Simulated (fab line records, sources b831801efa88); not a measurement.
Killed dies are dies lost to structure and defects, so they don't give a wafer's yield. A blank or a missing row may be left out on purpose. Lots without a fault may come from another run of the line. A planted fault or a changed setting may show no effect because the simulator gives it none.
Which tool did it? | flow sky130 | 7 lots, 21 wafers sampled, at 3 steps of a route of 708

WHAT THE GAUGES READ, wafer by wafer
SKY_LDD_LDN_TW_MEAS_13.
lot  | measured     | on            | LDD_LDN_TW
L404 | day 23 15:51 | film_metro-02 | 1462 1466 1474
L408 | day 25 10:00 | film_metro-02 | 1472 1459 1468
L412 | day 26 00:32 | film_metro-01 | 1481 1483 1480
L413 | day 26 18:28 | film_metro-02 | 1479 1481 1480
L416 | day 27 06:58 | film_metro-01 | 1356 1357 1357
L420 | day 28 11:55 | film_metro-03 | 1448 1442 1444
L426 | day 30 06:37 | film_metro-02 | 1480 1474 1488

WHICH TOOL RAN EACH LOT (tool, then ch and the chambers of the sampled wafers, then the start)
lot  | SKY_LDD_P_STRIP_10                   | SKY_LDD_LDN_IMPLANT_10
L404 | plasma_asher-04 ch 0,1, day 19 19:08 | implanter-01 ch 0, day 23 15:27
L408 | plasma_asher-01 ch 0,1, day 21 14:23 | implanter-01 ch 0, day 25 09:36
L412 | plasma_asher-04 ch 0,1, day 22 05:08 | implanter-04 ch 0, day 26 00:08
L413 | plasma_asher-01 ch 0,1, day 22 23:59 | implanter-03 ch 0, day 26 18:04
L416 | plasma_asher-02 ch 0,1, day 23 12:53 | implanter-03, day 27 06:34
L420 | plasma_asher-04 ch 0,1, day 24 17:56 | implanter-03 ch 0, day 28 11:31
L426 | plasma_asher-04 ch 0,1, day 26 15:53 | implanter-01 ch 0, day 30 06:09
- SKY_LDD_P_STRIP_10: strips in O2/N2.
- SKY_LDD_LDN_IMPLANT_10

THE ANSWER, worked out from the rows above alone
Rule: what is usual is taken from the lots themselves. Put in order of their means at a reading, lots are off if they are a third of the lots or fewer, leave a main group of 4 or more, and stand apart from it by a gap of 3 or more times the standard deviation of the main group's means; of several such gaps the widest counts. A main group whose means are all the same, to the digits that the tables above print for the reading, isn't used. A lot without any number at a reading at which 4 lots or more have one is off too. The other lots that the step has rows for count as sound.
Off: L416, at SKY_LDD_LDN_TW_MEAS_13 (LDD_LDN_TW). The main group: mean 1470, standard deviation 13.
A tool fits if, at a process step before that reading, it ran every lot that is off, and no sound lot after the first of them. The gauges at SKY_LDD_LDN_TW_MEAS_13 are tried like those tools. Can't be told from this: 2 tools fit, plasma_asher-02 at SKY_LDD_P_STRIP_10, film_metro-01 at SKY_LDD_LDN_TW_MEAS_13.

WHAT THE SIMULATOR HAD PUT IN
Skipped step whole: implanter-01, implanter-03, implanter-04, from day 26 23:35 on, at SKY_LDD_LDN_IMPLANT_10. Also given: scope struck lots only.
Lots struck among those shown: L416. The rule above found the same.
